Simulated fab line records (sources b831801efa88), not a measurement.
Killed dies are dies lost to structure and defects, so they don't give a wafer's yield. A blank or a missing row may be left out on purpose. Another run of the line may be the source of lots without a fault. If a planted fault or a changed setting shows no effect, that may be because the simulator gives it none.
Which tool did it?    flow sfq_line    Sampling: 14 lots, 42 wafers, 5 of 325 route steps

WHAT THE GAUGES SHOWED, per wafer
SFQ_M0_OVL_MEAS_906. Usual: M0_OVL -4 nm, standard deviation 4.9.
lot   measured      on          M0_OVL (nm)  flag
L668  day 10 22:58  overlay-02  -5 -4 -9     
L671  day 11 06:10  overlay-01  -7 -5 -10    
L672  day 11 10:58  overlay-02  -1 -9 -4     
L673  day 11 13:22  overlay-02  -7 -8 -9     
L674  day 11 15:46  overlay-02  0 -4 2       
L675  day 11 18:10  overlay-01  -1 1 4       
L679  day 12 15:46  overlay-01  -1 0 5       
L681  day 13 01:22  overlay-02  -7 -3 -1     
L685  day 13 21:19  overlay-01  -10 -12 -9   
L686  day 14 02:07  overlay-01  -1 1 4       
L688  day 20 15:01  overlay-02  -8 -2 -3     
L689  day 21 10:24  overlay-01  -5 -2 -8     
L690  day 21 15:13  overlay-01  -3 -4 -3     
L691  day 21 18:47  overlay-02  1 -7 -4      

SFQ_M3_RS_MEAS_919: uses a four-point probe to measure. Usual: M3_NB_RS 0.893 ohm/sq, standard deviation 0.0093.
lot   measured      on             M3_NB_RS (ohm/sq)  flag
L668  day 37 20:30  film_metro-03  0.902 0.901 0.907  
L671  day 38 03:05  film_metro-02  0.912 0.907 0.905  
L672  day 38 04:55  film_metro-03  0.892 0.889 0.898  
L673  day 38 08:29  film_metro-01  0.885 0.889 0.892  
L674  day 38 09:44  film_metro-03  0.894 0.884 0.892  
L675  day 38 12:13  film_metro-02  0.894 0.894 0.897  
L679  day 38 20:53  film_metro-03  0.901 0.910 0.902  
L681  day 39 00:28  film_metro-02  0.894 0.887 0.901  
L685  day 39 08:53  film_metro-03  1.247 0.881 0.897  OFF
L686  day 39 10:04  film_metro-02  0.901 0.896 0.896  
L688  day 39 16:41  film_metro-02  1.256 0.892 1.247  OFF
L689  day 44 16:17  film_metro-03  0.883 0.891 0.897  
L690  day 44 18:31  film_metro-01  0.884 0.875 0.887  
L691  day 45 00:28  film_metro-02  0.900 0.897 0.904  

EACH LOT AND THE TOOL THAT RAN IT (in order: tool; ch and the chambers of the sampled wafers; start)
lot   SFQ_TRILAYER_L0_CAP_PECVD_011   SFQ_TRILAYER_M2_DEP_SPUTTER_055  SFQ_TRILAYER_M3_DEP_SPUTTER_073
L668  pecvd-04 ch 1,2, day 3 22:46    pvd_sputter-04, day 24 22:12     pvd_sputter-05, day 37 20:23
L671  pecvd-02 ch 0,1,2, day 4 01:52  pvd_sputter-03, day 25 04:11     pvd_sputter-05, day 38 02:59
L672  pecvd-04 ch 0,2, day 4 02:52    pvd_sputter-04, day 25 05:23     pvd_sputter-06, day 38 04:47
L673  pecvd-03 ch 1,2, day 4 04:46    pvd_sputter-03, day 25 07:48     pvd_sputter-03, day 38 08:23
L674  pecvd-04 ch 0,1,2, day 4 05:16  pvd_sputter-04, day 25 10:11     pvd_sputter-05, day 38 09:35
L675  pecvd-02 ch 0,1, day 4 06:38    pvd_sputter-03, day 25 12:36     pvd_sputter-06, day 38 12:01
L679  pecvd-04 ch 1,2, day 4 12:28    pvd_sputter-04, day 25 22:11     pvd_sputter-05, day 38 20:47
L681  pecvd-02 ch 0,1,2, day 4 17:16  pvd_sputter-04, day 26 04:11     pvd_sputter-03, day 39 00:23
L685  pecvd-04 ch 1,2, day 8 11:25    pvd_sputter-04, day 26 22:19     pvd_sputter-05, day 39 08:47
L686  pecvd-03 ch 0,2, day 8 17:14    pvd_sputter-03, day 27 00:16     pvd_sputter-06, day 39 09:59
L688  pecvd-02 ch 0,1,2, day 9 04:40  pvd_sputter-03, day 27 02:40     pvd_sputter-05, day 39 16:34
L689  pecvd-03 ch 0,1, day 9 13:46    pvd_sputter-05, day 40 00:19     pvd_sputter-05, day 44 16:11
L690  pecvd-03 ch 0,1, day 9 20:16    pvd_sputter-05, day 40 04:43     pvd_sputter-06, day 44 18:23
L691  pecvd-02 ch 0,1, day 10 02:16   pvd_sputter-04, day 40 16:07     pvd_sputter-06, day 45 00:23
- SFQ_TRILAYER_L0_CAP_PECVD_011: deposits SiO2 from SiH4/N2O, time 13.333 s, target thk 60 nm.
- SFQ_TRILAYER_M2_DEP_SPUTTER_055: material Nb, target thk 200 nm, time 133.3 s.
- SFQ_TRILAYER_M3_DEP_SPUTTER_073: material Nb, target thk 200 nm, time 133.3 s.

AS READ BY THE TOOLS THEMSELVES (means over the sampled wafers that have a number; for cases with no such wafer, the mark the record gives instead)
SFQ_TRILAYER_L0_CAP_PECVD_011. Usual: heater_power_w 73 W, standard deviation 16; throttle_valve_pct 24.7 %, standard deviation 0.95.
lot   tool      heater_power_w (W)  throttle_valve_pct (%)  flag
L668  pecvd-04  69                  25.7                    
L671  pecvd-02  78                  23.6                    
L672  pecvd-04  78                  25.9                    
L673  pecvd-03  62                  25.0                    
L674  pecvd-04  75                  25.5                    
L675  pecvd-02  54                  24.0                    
L679  pecvd-04  73                  25.1                    
L681  pecvd-02  76                  23.7                    
L685  pecvd-04  72                  25.3                    
L686  pecvd-03  73                  24.3                    
L688  pecvd-02  68                  23.8                    
L689  pecvd-03  85                  25.5                    
L690  pecvd-03  89                  24.7                    
L691  pecvd-02  63                  24.1                    

SFQ_TRILAYER_M2_DEP_SPUTTER_055. Usual: throttle_valve_pct 30.4 %, standard deviation 1.1.
lot   tool            throttle_valve_pct (%)  flag
L668  pvd_sputter-04  31.0                    
L671  pvd_sputter-03  29.2                    
L672  pvd_sputter-04  31.2                    
L673  pvd_sputter-03  29.5                    
L674  pvd_sputter-04  31.0                    
L675  pvd_sputter-03  29.9                    
L679  pvd_sputter-04  31.3                    
L681  pvd_sputter-04  30.9                    
L685  pvd_sputter-04  31.4                    
L686  pvd_sputter-03  29.7                    
L688  pvd_sputter-03  29.0                    
L689  pvd_sputter-05  29.3                    
L690  pvd_sputter-05  29.1                    
L691  pvd_sputter-04  31.0                    

SFQ_TRILAYER_M3_DEP_SPUTTER_073. Usual: throttle_valve_pct 29.6 %, standard deviation 1.4.
lot   tool            throttle_valve_pct (%)  flag
L668  pvd_sputter-05  28.9                    
L671  pvd_sputter-05  29.0                    
L672  pvd_sputter-06  29.0                    
L673  pvd_sputter-03  29.4                    
L674  pvd_sputter-05  29.3                    
L675  pvd_sputter-06  29.0                    
L679  pvd_sputter-05  28.9                    
L681  pvd_sputter-03  30.4                    
L685  pvd_sputter-05  29.4                    
L686  pvd_sputter-06  29.3                    
L688  pvd_sputter-05  30.4                    
L689  pvd_sputter-05  29.3                    
L690  pvd_sputter-06  28.9                    
L691  pvd_sputter-06  29.2                    

THE ANSWER, worked out from the rows above alone
Rule: take the mean of a lot's wafers that have a number; if it is more than 3 standard deviations from the usual mean, the lot is off. Also off: a lot with no number at a reading for which 4 or more lots have one. Any other lot the step has rows for is counted as sound. Order of review: gauges by route order, followed by the tools' own readings, for which a lot's mean as printed above is used. The first step at which some lot is off is used, and at that step the reading that is off furthest; a lot without a number counts as furthest.
Off: at SFQ_M3_RS_MEAS_919 (M3_NB_RS), L685, L688.
If a tool, at a process step before that reading, ran all the lots that are off and no sound lot after the first of them, it fits. The gauges at SFQ_M3_RS_MEAS_919 are tried like those tools. None of those tried fits.

WHAT HAD BEEN PUT IN BY THE SIMULATOR
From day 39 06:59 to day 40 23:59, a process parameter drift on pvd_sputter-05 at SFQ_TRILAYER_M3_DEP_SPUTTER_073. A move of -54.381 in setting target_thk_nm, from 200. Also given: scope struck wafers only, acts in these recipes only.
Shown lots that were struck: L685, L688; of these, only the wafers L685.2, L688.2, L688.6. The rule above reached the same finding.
